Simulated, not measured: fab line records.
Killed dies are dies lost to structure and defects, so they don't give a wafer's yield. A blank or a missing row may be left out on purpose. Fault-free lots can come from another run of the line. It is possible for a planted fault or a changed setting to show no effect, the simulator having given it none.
Which tool is to blame? | flow sky130 | 11 lots, 33 wafers sampled, at 6 steps of a route of 708

## WHAT THE GAUGES SHOWED, per wafer
SKY_SONOS_TUNNEL_TW_MEAS_12.
lot  | measured     | on            | SONOS_TUNNEL_TW
L300 | day 12 03:44 | film-metro-01 | 203 202 202
L301 | day 12 08:46 | film-metro-03 | 199 198 198
L302 | day 12 18:19 | film-metro-04 | 197 197 197
L304 | day 13 11:29 | film-metro-04 | 193 193 194
L306 | day 14 01:16 | film-metro-03 | 198 198 200
L308 | day 14 22:40 | film-metro-03 | 198 199 199
L309 | day 15 03:16 | film-metro-01 | 203 203 202
L310 | day 15 08:17 | film-metro-01 | 203 203 203
L311 | day 15 15:47 | film-metro-04 | 196 195 195
L314 | day 16 14:16 | film-metro-03 | 199 199 200
L321 | day 18 20:24 | film-metro-03 | 199 199 198

SKY_LDD_HVN_TW_MEAS_10.
lot  | measured     | on            | LDD_HVN_TW
L300 | day 21 00:32 | film-metro-04 | 1425 1424 1431
L301 | day 21 08:35 | film-metro-04 | 1437 1426 1435
L302 | day 21 23:23 | film-metro-04 | 1435 1435 1436
L304 | day 22 11:35 | film-metro-04 | 1413 1418 1422
L306 | day 23 09:28 | film-metro-03 | 1441 1446 1444
L308 | day 24 11:09 | film-metro-03 | 1461 1457 1463
L309 | day 24 13:44 | film-metro-02 | 1432 1430 1430
L310 | day 24 19:37 | film-metro-04 | 30 30 30 29 30 30
L311 | day 25 02:11 | film-metro-02 | 1431 1442 1426
L314 | day 26 04:20 | film-metro-04 | 1422 1419 1429
L321 | day 28 03:13 | film-metro-03 | 1437 1450 1449

SKY_LI_CONTACT_OVL_MEAS_13.
lot  | measured     | on         | LI_CONTACT_OVL (nm)
L300 | day 29 17:59 | overlay-01 | 7 0 5
L301 | day 30 02:16 | overlay-01 | -14 -3 -2
L302 | day 30 14:58 | overlay-01 | -7 -9 -9
L304 | day 31 02:34 | overlay-01 | 7 5 5
L306 | day 31 22:46 | overlay-01 | -6 0 -1
L308 | day 32 21:34 | overlay-01 | -3 -6 -1
L309 | day 32 22:40 | overlay-02 | -8 -6 -10
L311 | day 33 10:06 | overlay-02 | -5 -3 -1
L314 | day 34 08:45 | overlay-02 | 1 2 -4
L321 | day 36 04:51 | overlay-02 | -2 6 2

SKY_METAL1_OVL_MEAS_16.
lot  | measured     | on         | METAL1_OVL (nm)
L300 | day 33 08:14 | overlay-02 | 6 12 9
L301 | day 33 16:07 | overlay-02 | 6 -6 -3
L302 | day 34 08:55 | overlay-01 | 0 3 2
L304 | day 34 17:17 | overlay-01 | 1 12 10
L306 | day 35 08:59 | overlay-01 | -5 -5 5
L308 | day 36 07:55 | overlay-02 | -2 -3 -2
L309 | day 36 09:04 | overlay-02 | -3 -4 2
L311 | day 36 23:11 | overlay-01 | 7 4 9
L314 | day 37 20:28 | overlay-01 | 11 3 10
L321 | day 39 13:20 | overlay-01 | 3 2 4

## EACH LOT AND THE TOOL THAT RAN IT (in order: tool; ch and the chambers of the sampled wafers; start)
lot  | SKY_LDD_P_STRIP_10                   | SKY_LDD_HVN_STRIP_09
L300 | plasma-asher-02 ch 0,1, day 19 17:53 | plasma-asher-02 ch 0,1, day 21 00:27
L301 | plasma-asher-02 ch 0, day 20 02:08   | plasma-asher-03 ch 0,1, day 21 08:29
L302 | plasma-asher-04 ch 0,1, day 20 16:22 | plasma-asher-02 ch 0,1, day 21 23:17
L304 | plasma-asher-03 ch 0,1, day 21 04:19 | plasma-asher-03 ch 0,1, day 22 11:29
L306 | plasma-asher-02 ch 0,1, day 22 03:14 | plasma-asher-01 ch 0,1, day 23 09:22
L308 | plasma-asher-02 ch 1, day 23 05:42   | plasma-asher-01 ch 0,1, day 24 11:02
L309 | plasma-asher-04 ch 0,1, day 23 08:13 | plasma-asher-01 ch 0,1, day 24 13:38
L310 | plasma-asher-04 ch 0,1, day 23 13:30 | plasma-asher-03 ch 0,1, day 24 19:31
L311 | plasma-asher-02 ch 0, day 23 20:36   | plasma-asher-02 ch 0,1, day 25 02:05
L314 | plasma-asher-02 ch 0,1, day 24 22:45 | plasma-asher-01 ch 0,1, day 26 04:14
L321 | plasma-asher-04 ch 0,1, day 26 22:12 | plasma-asher-03 ch 0,1, day 28 03:07
- SKY_LDD_P_STRIP_10: strips in O2/N2.
- SKY_LDD_HVN_STRIP_09: strips in O2/N2.

## WHAT THE TOOLS THEMSELVES READ (means of the sampled wafers that have a number; where no wafer has one, the mark that the record gives instead)
SKY_LDD_P_STRIP_10.
lot  | tool            | drypump-motor-current-A (A) | o2-flow-sccm (sccm) | oes-product-au (a.u.) | strip-time-to-endpoint-s (s)
L300 | plasma-asher-02 | 5.9                         | 3000                | 0.712                 | 14.21
L301 | plasma-asher-02 | 5.4                         | 2988                | 0.719                 | 14.18
L302 | plasma-asher-04 | 6.1                         | 2995                | 0.715                 | 14.14
L304 | plasma-asher-03 | 5.9                         | 3004                | 0.720                 | 14.23
L306 | plasma-asher-02 | 5.7                         | 2993                | 0.713                 | 14.17
L308 | plasma-asher-02 | 6.2                         | 3000                | 0.716                 | 14.13
L309 | plasma-asher-04 | 6.2                         | 3002                | 0.717                 | 14.17
L310 | plasma-asher-04 | 6.2                         | 2992                | 0.942                 | -
L311 | plasma-asher-02 | 5.4                         | 3006                | 0.716                 | 14.15
L314 | plasma-asher-02 | 5.7                         | 2999                | 0.718                 | 14.13
L321 | plasma-asher-04 | 6.1                         | 2996                | 0.716                 | 14.12

SKY_LDD_HVN_STRIP_09.
lot  | tool            | drypump-motor-current-A (A) | o2-flow-sccm (sccm) | oes-product-au (a.u.) | strip-time-to-endpoint-s (s)
L300 | plasma-asher-02 | 6.0                         | 2998                | 0.410                 | 4.121
L301 | plasma-asher-03 | 5.7                         | 2989                | 0.409                 | 4.151
L302 | plasma-asher-02 | 5.7                         | 3011                | 0.408                 | 4.118
L304 | plasma-asher-03 | 5.9                         | 3001                | 0.404                 | 4.132
L306 | plasma-asher-01 | 6.4                         | 3009                | 0.411                 | 4.107
L308 | plasma-asher-01 | 6.4                         | 2999                | 0.405                 | 4.132
L309 | plasma-asher-01 | 6.0                         | 2991                | 0.410                 | 4.126
L310 | plasma-asher-03 | 5.9                         | 2993                | 0.642                 | 9.968
L311 | plasma-asher-02 | 5.7                         | 3001                | 0.407                 | 4.145
L314 | plasma-asher-01 | 6.0                         | 3004                | 0.408                 | 4.129
L321 | plasma-asher-03 | 5.9                         | 3007                | 0.411                 | 4.132

## THE ANSWER, worked out from the rows above alone
Rule: the lots themselves supply what counts as usual. Put in order of their means at a reading, lots are off if they are a third of the lots or fewer, leave a main group of 4 or more, and stand apart from it by a gap of 3 or more times the standard deviation of the main group's means; of several such gaps the widest counts. A main group whose means are all the same, to the digits that the tables above print for the reading, isn't used. Also off: a lot with no number at a reading for which 4 or more lots have one. Where the step has rows for the other lots, those lots are counted as sound. After the gauges, taken in route order, come the tools' own readings; for these a lot's mean is taken, as printed above. The first step at which some lot is off is used, and at that step the reading that is off furthest; a lot without a number counts as furthest.
Off: L310, at SKY_LDD_HVN_TW_MEAS_10 (LDD_HVN_TW). Mean 1435 and standard deviation 12 in the main group.
If a tool, at a process step before that reading, ran all the lots that are off and no sound lot after the first of them, it fits. Not tried: the gauges at SKY_LDD_HVN_TW_MEAS_10; whatever is off there is also off at SKY_LDD_P_STRIP_10, on other tools, and gauge error can't account for it. Of those tried, none fits.

## WHAT THE SIMULATOR PUT IN
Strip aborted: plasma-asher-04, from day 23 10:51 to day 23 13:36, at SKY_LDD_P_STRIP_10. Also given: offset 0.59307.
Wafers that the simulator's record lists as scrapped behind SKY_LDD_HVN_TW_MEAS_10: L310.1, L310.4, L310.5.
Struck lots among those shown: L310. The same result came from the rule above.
